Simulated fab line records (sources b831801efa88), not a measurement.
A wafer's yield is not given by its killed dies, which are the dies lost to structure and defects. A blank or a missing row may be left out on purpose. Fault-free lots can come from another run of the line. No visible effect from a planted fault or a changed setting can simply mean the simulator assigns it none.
Comparing a struck lot with a sound one | flow sfqLine | 15 steps out of a route of 325
Sound: wafers L887.2, L887.5, L887.6. Struck: wafer L896.5. (L896.2, L896.6 of the same lot were not struck and are left out.) The cause comes at the end.
Each step with rows lists, per side, the tool, then ch with its chambers, then its first start. Under that, the readings that differ: sound wafers | struck wafers | difference of the means | sigmas: that difference in standard deviations of wafers without a fault.
alike: same words and numbers on both sides, and readings whose means sit less than 2 such deviations apart. not compared: any withheld reading, any reading some wafer has no value for, any bound like >300 that may hide the same value, and any number with overlapping values for which the record gives no deviation.
A row with sigmas, a row that says differs or no value, or rows on one side alone: a step with any of these is where the two part. Numbers that have no deviation but don't overlap get no sigmas and don't part them. Lack of a reading on every wafer of one side parts them only where that side has two or more wafers.

first, 1 step without rows for these wafers: SFQ_TRILAYER_M1_STRIP_SOLV_CLEAN_044 (cleans in NMP, time 600 s).
SFQ_TRILAYER_I1_DEP_PECVD_045: deposits SiO2 from SiH4/N2O, time 111.11 s, target thk 500 nm.
  sound on pecvd-03 ch 0,1,2, day 24 14:55; struck on pecvd-03 ch 0, day 31 12:16
  alike: heaterPowerW, rfFwdPowerW, showerheadVppV, throttleValvePct
SFQ_TRILAYER_I1_CMP_CMP_046: polishes SiO2.
  sound on cmp-02 ch 0,3, day 24 17:17; struck on cmp-01 ch 3, day 31 14:21
  alike: headPressurePsi, motorCurrentA, platenRpm, timeToEndpointS
SFQ_I1_BOW_MEAS_912:
  struck on filmMetro-04, day 31 15:22; sound on filmMetro-01, day 24 19:48
  alike: I1_BOW
SFQ_TRILAYER_I1_METRO_MEASURE_047:
  struck on filmMetro-04, day 31 15:40; sound on filmMetro-01, day 24 20:06
  alike: thkNm
then, 6 steps without rows for these wafers: SFQ_TRILAYER_I1_VIA_LITHO_COAT_054 (resist thk 62 nm); SFQ_TRILAYER_I1_VIA_LITHO_COAT_049 (resist thk 650 nm); SFQ_TRILAYER_I1_VIA_LITHO_SOFTBAKE_053; SFQ_TRILAYER_I1_VIA_LITHO_EXPOSE_050 (exposes mask I1, target cd 500 nm); SFQ_TRILAYER_I1_VIA_LITHO_PEB_052 (peb time 60 s); SFQ_TRILAYER_I1_VIA_LITHO_DEVELOP_051 (time 60 s).
-- the record jumps here: 6 days lie between the struck wafers' starts before and after --
SFQ_I1_OVL_MEAS_913:
  struck on overlay-01, day 38 03:34; sound on overlay-02, day 24 23:22
  alike: I1_OVL
SFQ_TRILAYER_I1_VIA_BARC_OPEN_VIA_ETCH_071: etches BARC in O2, target depth 125 nm, time 41.7 s.
  sound on rieDiel-02 ch 0,1,2, day 24 23:23; struck on rieDiel-02 ch 0, day 38 03:36
reading                                                | sound             | struck | difference | sigmas
biasW (W)                                              | 80.43 79.69 79.84 | 98.33  | +18.34     | +66
model.KrF_of_TRILAYER_I1_VIA_LITHO_COAT_049.thkNm (nm) | 570.9 571 571.1   | 571.5  | +0.5       | 
  alike: drypumpMotorCurrentA, oesProductAu, rfFwdPowerW
  not compared: rfHoursCounterH
SFQ_TRILAYER_I1_VIA_ETCH_VIA_ETCH_052: etches SiO2 in CHF3, stops on Nb, target depth 260 nm.
  sound on rieDiel-02 ch 0,1,2, day 24 23:26; struck on rieDiel-02 ch 0, day 38 03:38
reading             | sound             | struck | difference | sigmas
oesProductAu (a.u.) | 0.859 0.855 0.859 | 0.845  | -0.013     | -3
  alike: biasW, drypumpMotorCurrentA, rfFwdPowerW
  not compared: model.KrF_of_TRILAYER_I1_VIA_LITHO_COAT_049.thkNm
SFQ_TRILAYER_I1_VIA_STRIP_STRIP_053: strips in O2.
  sound on rieMetal-01 ch 0,1, day 24 23:32; struck on rieMetal-03 ch 0, day 38 03:45
  alike: drypumpMotorCurrentA, oesProductAu
  not compared: rfHoursCounterH

## WHERE THEY PART
Last at SFQ_TRILAYER_I1_VIA_ETCH_VIA_ETCH_052 as far as this record goes, first at SFQ_TRILAYER_I1_VIA_BARC_OPEN_VIA_ETCH_071. Later steps at which nothing parts them and some readings are alike: SFQ_TRILAYER_I1_VIA_STRIP_STRIP_053.

WHY: the cause the simulator had injected
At SFQ_TRILAYER_I1_VIA_BARC_OPEN_VIA_ETCH_071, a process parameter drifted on rieDiel-02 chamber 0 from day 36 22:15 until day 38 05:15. The setting biasW was moved by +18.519, starting from 80. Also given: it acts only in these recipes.
